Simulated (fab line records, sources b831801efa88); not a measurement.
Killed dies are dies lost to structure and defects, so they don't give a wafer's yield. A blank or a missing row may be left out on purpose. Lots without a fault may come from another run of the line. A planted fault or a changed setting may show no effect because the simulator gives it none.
Which tool did it? | flow sky130 | 11 lots, 33 wafers sampled, at 3 steps of a route of 708

WHAT THE GAUGES READ, wafer by wafer
SKY_CAPM_THK_MEAS_01.
lot  | measured     | on            | CAPM_CVD_00_THK (nm)
L271 | day 36 09:18 | film_metro-03 | 15.30 15.31 15.56
L272 | day 36 13:37 | film_metro-03 | 15.71 15.45 15.95
L273 | day 36 21:24 | film_metro-02 | 15.33 15.32 15.58
L275 | day 37 21:32 | film_metro-03 | 15.46 15.66 15.81
L279 | day 38 17:19 | film_metro-02 | 15.40 15.66 15.72
L281 | day 39 10:22 | film_metro-03 | 15.02 15.19 15.19
L282 | day 39 18:46 | film_metro-02 | 15.24 15.72 15.92
L286 | day 41 01:42 | film_metro-01 | 7.07 15.42 15.60
L288 | day 41 15:44 | film_metro-01 | 15.49 15.39 7.46
L289 | day 42 03:20 | film_metro-02 | 15.46 15.65 15.54
L294 | day 43 06:11 | film_metro-02 | 15.66 15.59 15.70

WHICH TOOL RAN EACH LOT (tool, then ch and the chambers of the sampled wafers, then the start)
lot  | SKY_VIA2_ETCH_14                   | SKY_CAPM_CVD_00
L271 | rie_diel-01 ch 1,3, day 36 07:23   | pecvd-04 ch 0,1,2, day 36 09:17
L272 | rie_diel-01 ch 0,1,3, day 36 12:02 | pecvd-04 ch 0,2, day 36 13:35
L273 | rie_diel-01 ch 1,3, day 36 19:38   | pecvd-03 ch 0,2, day 36 21:22
L275 | rie_diel-02 ch 1,2, day 37 19:59   | pecvd-03 ch 1,2, day 37 21:30
L279 | rie_diel-02 ch 1,3, day 38 15:31   | pecvd-04 ch 0,1, day 38 17:18
L281 | rie_diel-04 ch 1,2,3, day 39 08:44 | pecvd-03 ch 1,2, day 39 10:21
L282 | rie_diel-04 ch 2,3, day 39 17:10   | pecvd-04 ch 2, day 39 18:44
L286 | rie_diel-01 ch 0,2,3, day 40 23:56 | pecvd-04 ch 0,1, day 41 01:40
L288 | rie_diel-02 ch 0,1,2, day 41 14:08 | pecvd-04 ch 0,1,2, day 41 15:43
L289 | rie_diel-01 ch 0,1,2, day 42 01:47 | pecvd-02 ch 1,2, day 42 03:19
L294 | rie_diel-01 ch 1,2,3, day 43 04:36 | pecvd-03 ch 0,1,2, day 43 06:09
- SKY_VIA2_ETCH_14: etches BARC in N2/H2, stops on SiO2, time 45.9 s, target depth 60 nm.
- SKY_CAPM_CVD_00: deposits SiO2, target thk 15.5 nm.

THE ANSWER, worked out from the rows above alone
Rule: what is usual is taken from the lots themselves. Put in order of their means at a reading, lots are off if they are a third of the lots or fewer, leave a main group of 4 or more, and stand apart from it by a gap of 3 or more times the standard deviation of the main group's means; of several such gaps the widest counts. A main group whose means are all the same, to the digits that the tables above print for the reading, isn't used. A lot without any number at a reading at which 4 lots or more have one is off too. The other lots that the step has rows for count as sound.
Off: L286, L288, at SKY_CAPM_THK_MEAS_01 (CAPM_CVD_00_THK). The main group: mean 15.52 nm, standard deviation 0.17.
A tool fits if, at a process step before that reading, it ran every lot that is off, and no sound lot after the first of them. The gauges at SKY_CAPM_THK_MEAS_01 are tried like those tools. Can't be told from this: 2 tools fit, pecvd-04 at SKY_CAPM_CVD_00, film_metro-01 at SKY_CAPM_THK_MEAS_01.

WHAT THE SIMULATOR HAD PUT IN
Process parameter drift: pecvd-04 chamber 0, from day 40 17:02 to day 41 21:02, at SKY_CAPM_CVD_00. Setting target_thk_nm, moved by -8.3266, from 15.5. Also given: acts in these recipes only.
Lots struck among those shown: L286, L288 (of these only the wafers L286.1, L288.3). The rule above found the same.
